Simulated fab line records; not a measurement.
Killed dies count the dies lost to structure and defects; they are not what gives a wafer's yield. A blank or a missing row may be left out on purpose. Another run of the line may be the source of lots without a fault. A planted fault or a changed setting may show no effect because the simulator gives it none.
A struck lot beside a sound one    flow gf180mcu    19 out of 602 route steps
Sound: the wafers L795.3, L795.4, L795.6. Struck: wafer L802.6 (left out: L802.1, L802.3 of the same lot, which were not struck); the cause appears at the end.
For every step that has rows: the tool of each side, followed by ch and its chambers, followed by its first start. Under that, the readings that differ: sound wafers    struck wafers    difference of the means    sigmas: that difference in standard deviations of wafers without a fault.
alike: readings whose means differ by less than 2 such deviations, and words and numbers that are the same on both sides. not compared: withheld readings, readings that some wafer has no value for, bounds like >300 that may hide the same value, and numbers for which the record gives no deviation and whose values overlap.
A row with sigmas, a row that says differs or no value, or rows on one side alone: a step with any of these is where the two part. Numbers that don't overlap but have no deviation are shown without sigmas and don't part them. A reading that every wafer of one side lacks parts them only if that side has two wafers or more.

GF_M4_SPUTTER_00: material Ti, target thk 37.5 nm, time 150 s.
  sound on pvd-sputter-01 at day 25 17:43; struck on pvd-sputter-01 at day 27 18:25
reading                 sound           struck  difference  sigmas
throttle-valve-pct (%)  29.9 30.6 30.7  28.4    -2.0        -2
GF_M4_SPUTTER_01: material TiN, target thk 30 nm, time 25 s.
  sound on pvd-sputter-01 at day 25 17:50; struck on pvd-sputter-01 at day 27 18:32
reading                 sound           struck  difference  sigmas
throttle-valve-pct (%)  30.1 30.7 30.6  28.3    -2.2        -2
GF_M4_SPUTTER_02: material AlCu, target thk 450 nm, time 23.9 s.
  sound on pvd-sputter-01 at day 25 17:52; struck on pvd-sputter-01 at day 27 18:34
reading                 sound           struck  difference  sigmas
throttle-valve-pct (%)  30.2 30.9 30.5  28.3    -2.2        -2
then, 1 step without rows for these wafers: GF_M4_SPUTTER_03 (material Ti, target thk 10 nm, time 6.7 s).
GF_M4_SPUTTER_04: material TiN, target thk 50 nm, time 41.7 s.
  sound on pvd-sputter-01 at day 25 17:55; struck on pvd-sputter-01 at day 27 18:37
  alike: throttle-valve-pct
GF_M4_RS_MEAS_05: measurement is done with a four-point probe.
  sound on film-metro-01 at day 25 18:00; struck on film-metro-02 at day 27 18:40
  alike: M4_ALCU_RS
GF_M4_THK_MEAS_06: measures by xrf.
  sound on film-metro-01 at day 25 18:06; struck on film-metro-02 at day 27 18:47
  alike: M4_ALCU_THK
then, 5 steps without rows for these wafers: GF_M4_DEHYDRATE_07 (time 60 s); GF_M4_HMDS_08 (prime time 60 s); GF_M4_COAT_09 (resist thk 1000 nm); GF_M4_SOFTBAKE_10 (time 60 s); GF_M4_EXPOSE_11 (exposes mask Metal4, target cd 280 nm).
GF_M4_PEB_12: peb time 90 s.
  sound on litho-track-04 ch 0, day 26 14:54; struck on litho-track-04 ch 0, day 28 14:11
reading                   sound              struck  difference  sigmas
heater-power-total-W (W)  85.66 85.73 85.59  93.07   +7.41       +87
  alike: chill-plate-temp-C
then, 1 step without rows for these wafers: GF_M4_DEVELOP_13 (develop time 60 s).
GF_M4_CD_MEAS_14: target cd 280 nm.
  sound on cd-sem-02 at day 26 15:14; struck on cd-sem-02 at day 28 14:34
reading     sound              struck  difference  sigmas
cd-nm (nm)  280.1 280.0 281.0  286.4   +6.0        +5
GF_M4_OVL_MEAS_15:
  sound on overlay-02 at day 26 15:19; struck on overlay-02 at day 28 14:41
  alike: M4_OVL
GF_M4_METAL_ETCH_16: etches the open film in Cl2/BCl3, stops on SiO2, target depth 627.5 nm, time 104.6 s.
  sound on rie-metal-01 ch 0,1, day 26 15:23; struck on rie-metal-01 ch 0, day 28 14:44
reading              sound              struck  difference  sigmas
model.M4.cd-nm (nm)  274.1 272.6 273.9  287.6   +14.1       
  alike: drypump-motor-current-A, oes-product-au, throttle-valve-pct
  not compared: rf-hours-counter-h
GF_M4_STRIP_17: strips in O2/N2.
  sound on plasma-asher-02 ch 0,1, day 26 15:29; struck on plasma-asher-02 ch 1, day 28 14:50
  alike: drypump-motor-current-A, heater-power-w, oes-product-au, platen-temp-c, strip-time-to-endpoint-s
  not compared: rf-hours-counter-h
after that, 1 step had no rows for these wafers: GF_PASSIVATION_PROBE_99.

## WHERE THEY PART
Earliest at GF_M4_SPUTTER_00; latest, in this record, at GF_M4_CD_MEAS_14. Later steps at which nothing parts them and some readings are alike: GF_M4_OVL_MEAS_15, GF_M4_METAL_ETCH_16, GF_M4_STRIP_17.

WHY: the cause the simulator had injected
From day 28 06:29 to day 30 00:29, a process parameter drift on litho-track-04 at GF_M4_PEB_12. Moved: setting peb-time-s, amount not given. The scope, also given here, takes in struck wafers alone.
